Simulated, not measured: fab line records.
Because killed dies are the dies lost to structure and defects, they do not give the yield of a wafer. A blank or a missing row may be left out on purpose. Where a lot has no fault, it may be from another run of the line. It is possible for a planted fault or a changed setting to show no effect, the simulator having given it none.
Which tool did it? || flow sky130 || 36 wafers from 12 lots sampled at 4 of the route's 708 steps

WHAT EACH GAUGE READ, for each wafer
SKY_SD_P_CD_MEAS_07: the cd target is 380 nm.
{"lot": "L445", "measured": "day 25 22:20", "on": "cd_sem-02", "cd_nm (nm)": "379.4 380.6 379.9"}
{"lot": "L446", "measured": "day 26 07:02", "on": "cd_sem-02", "cd_nm (nm)": "381.7 380.8 379.5"}
{"lot": "L448", "measured": "day 26 18:53", "on": "cd_sem-02", "cd_nm (nm)": "383.6 382.1 381.6"}
{"lot": "L453", "measured": "day 28 14:56", "on": "cd_sem-02", "cd_nm (nm)": "250.9 251.4 250.6 250.6 251.2 251.1"}
{"lot": "L454", "measured": "day 29 07:06", "on": "cd_sem-02", "cd_nm (nm)": "277.7 277.1 277.7 277.9 277.4 277.6"}
{"lot": "L457", "measured": "day 30 02:56", "on": "cd_sem-02", "cd_nm (nm)": "383.3 381.8 382.5"}
{"lot": "L458", "measured": "day 30 13:35", "on": "cd_sem-02", "cd_nm (nm)": "382.1 380.3 381.5"}
{"lot": "L459", "measured": "day 31 00:38", "on": "cd_sem-02", "cd_nm (nm)": "377.3 380.4 380.5"}
{"lot": "L462", "measured": "day 31 22:38", "on": "cd_sem-02", "cd_nm (nm)": "383.3 382.6 384.2"}
{"lot": "L463", "measured": "day 32 09:00", "on": "cd_sem-02", "cd_nm (nm)": "376.4 378.9 377.8"}
{"lot": "L464", "measured": "day 32 20:17", "on": "cd_sem-02", "cd_nm (nm)": "381.3 378.9 378.1"}
{"lot": "L467", "measured": "day 33 07:29", "on": "cd_sem-02", "cd_nm (nm)": "377.6 379.1 378.5"}

SKY_LI_CONTACT_THK_MEAS_01.
{"lot": "L445", "measured": "day 28 09:16", "on": "film_metro-04", "LI_CONTACT_HDPCVD_THK (nm)": "949 926 948"}
{"lot": "L446", "measured": "day 28 18:31", "on": "film_metro-02", "LI_CONTACT_HDPCVD_THK (nm)": "919 967 958"}
{"lot": "L448", "measured": "day 29 04:26", "on": "film_metro-04", "LI_CONTACT_HDPCVD_THK (nm)": "922 955 948"}
{"lot": "L457", "measured": "day 32 12:39", "on": "film_metro-04", "LI_CONTACT_HDPCVD_THK (nm)": "933 938 910"}
{"lot": "L458", "measured": "day 32 23:24", "on": "film_metro-04", "LI_CONTACT_HDPCVD_THK (nm)": "917 923 916"}
{"lot": "L459", "measured": "day 33 08:11", "on": "film_metro-03", "LI_CONTACT_HDPCVD_THK (nm)": "941 947 930"}
{"lot": "L462", "measured": "day 34 07:18", "on": "film_metro-03", "LI_CONTACT_HDPCVD_THK (nm)": "952 951 940"}
{"lot": "L463", "measured": "day 34 16:37", "on": "film_metro-02", "LI_CONTACT_HDPCVD_THK (nm)": "913 937 927"}
{"lot": "L464", "measured": "day 35 02:45", "on": "film_metro-04", "LI_CONTACT_HDPCVD_THK (nm)": "942 942 941"}
{"lot": "L467", "measured": "day 35 14:18", "on": "film_metro-04", "LI_CONTACT_HDPCVD_THK (nm)": "941 953 944"}

WHAT TOOL EACH LOT RAN ON (gives the tool, then ch and the chambers of the sampled wafers, and finally the start)
{"lot": "L445", "SKY_GATE_OXIDE_STRIP_13": "plasma_asher-01 ch 0, day 14 07:23", "SKY_SD_P_DEVELOP_06": "litho_track-04 ch 0, day 25 22:11"}
{"lot": "L446", "SKY_GATE_OXIDE_STRIP_13": "plasma_asher-01 ch 0,1, day 14 15:08", "SKY_SD_P_DEVELOP_06": "litho_track-04 ch 0, day 26 06:53"}
{"lot": "L448", "SKY_GATE_OXIDE_STRIP_13": "plasma_asher-02 ch 0,1, day 15 03:50", "SKY_SD_P_DEVELOP_06": "litho_track-04 ch 0, day 26 18:44"}
{"lot": "L453", "SKY_GATE_OXIDE_STRIP_13": "plasma_asher-03 ch 0,1, day 17 01:46", "SKY_SD_P_DEVELOP_06": "litho_track-04 ch 0, day 28 14:47"}
{"lot": "L454", "SKY_GATE_OXIDE_STRIP_13": "plasma_asher-02 ch 0,1, day 17 13:20", "SKY_SD_P_DEVELOP_06": "litho_track-04 ch 0, day 29 06:57"}
{"lot": "L457", "SKY_GATE_OXIDE_STRIP_13": "plasma_asher-01 ch 0,1, day 18 09:09", "SKY_SD_P_DEVELOP_06": "litho_track-02 ch 0, day 30 02:47"}
{"lot": "L458", "SKY_GATE_OXIDE_STRIP_13": "plasma_asher-02 ch 0,1, day 18 22:06", "SKY_SD_P_DEVELOP_06": "litho_track-02 ch 0, day 30 13:26"}
{"lot": "L459", "SKY_GATE_OXIDE_STRIP_13": "plasma_asher-01 ch 0,1, day 19 12:55", "SKY_SD_P_DEVELOP_06": "litho_track-02 ch 0, day 31 00:29"}
{"lot": "L462", "SKY_GATE_OXIDE_STRIP_13": "plasma_asher-03 ch 0,1, day 20 13:37", "SKY_SD_P_DEVELOP_06": "litho_track-04 ch 0, day 31 22:29"}
{"lot": "L463", "SKY_GATE_OXIDE_STRIP_13": "plasma_asher-03 ch 1, day 20 21:06", "SKY_SD_P_DEVELOP_06": "litho_track-04 ch 0, day 32 08:51"}
{"lot": "L464", "SKY_GATE_OXIDE_STRIP_13": "plasma_asher-01 ch 0,1, day 21 12:38", "SKY_SD_P_DEVELOP_06": "litho_track-04 ch 0, day 32 20:08"}
{"lot": "L467", "SKY_GATE_OXIDE_STRIP_13": "plasma_asher-02 ch 0,1, day 22 04:20", "SKY_SD_P_DEVELOP_06": "litho_track-02 ch 0, day 33 07:20"}
- SKY_GATE_OXIDE_STRIP_13: strips in O2/N2.
- SKY_SD_P_DEVELOP_06: develop time 60 s.

AS READ BY THE TOOLS THEMSELVES (means over the sampled wafers that have a number; for cases with no such wafer, the mark the record gives instead)
SKY_GATE_OXIDE_STRIP_13.
{"lot": "L445", "tool": "plasma_asher-01", "drypump_motor_current_A (A)": 6.1, "oes_product_au (a.u.)": 0.719, "strip_time_to_endpoint_s (s)": 14.21}
{"lot": "L446", "tool": "plasma_asher-01", "drypump_motor_current_A (A)": 5.8, "oes_product_au (a.u.)": 0.717, "strip_time_to_endpoint_s (s)": 14.12}
{"lot": "L448", "tool": "plasma_asher-02", "drypump_motor_current_A (A)": 5.3, "oes_product_au (a.u.)": 0.716, "strip_time_to_endpoint_s (s)": 14.13}
{"lot": "L453", "tool": "plasma_asher-03", "drypump_motor_current_A (A)": 5.3, "oes_product_au (a.u.)": 0.713, "strip_time_to_endpoint_s (s)": 14.22}
{"lot": "L454", "tool": "plasma_asher-02", "drypump_motor_current_A (A)": 5.3, "oes_product_au (a.u.)": 0.717, "strip_time_to_endpoint_s (s)": 14.10}
{"lot": "L457", "tool": "plasma_asher-01", "drypump_motor_current_A (A)": 5.8, "oes_product_au (a.u.)": 0.708, "strip_time_to_endpoint_s (s)": 14.21}
{"lot": "L458", "tool": "plasma_asher-02", "drypump_motor_current_A (A)": 5.8, "oes_product_au (a.u.)": 0.715, "strip_time_to_endpoint_s (s)": 14.20}
{"lot": "L459", "tool": "plasma_asher-01", "drypump_motor_current_A (A)": 6.0, "oes_product_au (a.u.)": 0.712, "strip_time_to_endpoint_s (s)": 14.18}
{"lot": "L462", "tool": "plasma_asher-03", "drypump_motor_current_A (A)": 5.2, "oes_product_au (a.u.)": 0.717, "strip_time_to_endpoint_s (s)": 14.16}
{"lot": "L463", "tool": "plasma_asher-03", "drypump_motor_current_A (A)": 5.2, "oes_product_au (a.u.)": 0.711, "strip_time_to_endpoint_s (s)": 14.12}
{"lot": "L464", "tool": "plasma_asher-01", "drypump_motor_current_A (A)": 5.8, "oes_product_au (a.u.)": 0.715, "strip_time_to_endpoint_s (s)": 14.15}
{"lot": "L467", "tool": "plasma_asher-02", "drypump_motor_current_A (A)": 5.3, "oes_product_au (a.u.)": 0.717, "strip_time_to_endpoint_s (s)": 14.18}

SKY_SD_P_DEVELOP_06.
{"lot": "L445", "tool": "litho_track-04", "exhaust_pa (Pa)": 45.9}
{"lot": "L446", "tool": "litho_track-04", "exhaust_pa (Pa)": 44.3}
{"lot": "L448", "tool": "litho_track-04", "exhaust_pa (Pa)": 43.3}
{"lot": "L453", "tool": "litho_track-04", "exhaust_pa (Pa)": 45.1}
{"lot": "L454", "tool": "litho_track-04", "exhaust_pa (Pa)": 43.1}
{"lot": "L457", "tool": "litho_track-02", "exhaust_pa (Pa)": 44.7}
{"lot": "L458", "tool": "litho_track-02", "exhaust_pa (Pa)": 45.4}
{"lot": "L459", "tool": "litho_track-02", "exhaust_pa (Pa)": 44.3}
{"lot": "L462", "tool": "litho_track-04", "exhaust_pa (Pa)": 45.4}
{"lot": "L463", "tool": "litho_track-04", "exhaust_pa (Pa)": 44.6}
{"lot": "L464", "tool": "litho_track-04", "exhaust_pa (Pa)": 46.3}
{"lot": "L467", "tool": "litho_track-02", "exhaust_pa (Pa)": 44.9}

THE ANSWER, worked out from the rows above alone
Rule: what is usual is taken from the lots themselves. Put in order of their means at a reading, lots are off if they are a third of the lots or fewer, leave a main group of 4 or more, and stand apart from it by a gap of 3 or more times the standard deviation of the main group's means; of several such gaps the widest counts. Not used: any main group whose means are identical at the precision the tables above print for the reading. Also off: a lot with no number at a reading for which 4 or more lots have one. The other lots that the step has rows for count as sound. First the gauges in route order, then the tools' own readings, where a lot's mean is used as printed above. The first step at which some lot is off is used, and at that step the reading that is off furthest; a lot without a number counts as furthest.
Off: L453, L454 (SKY_SD_P_CD_MEAS_07, cd_nm). The main group: mean 380.5 nm, standard deviation 1.8.
A tool fits if, at a process step before that reading, it ran every lot that is off, and no sound lot after the first of them. The gauges at SKY_SD_P_CD_MEAS_07 are tried like those tools. Of those tried, none fits.

WHAT THE SIMULATOR HAD INSERTED
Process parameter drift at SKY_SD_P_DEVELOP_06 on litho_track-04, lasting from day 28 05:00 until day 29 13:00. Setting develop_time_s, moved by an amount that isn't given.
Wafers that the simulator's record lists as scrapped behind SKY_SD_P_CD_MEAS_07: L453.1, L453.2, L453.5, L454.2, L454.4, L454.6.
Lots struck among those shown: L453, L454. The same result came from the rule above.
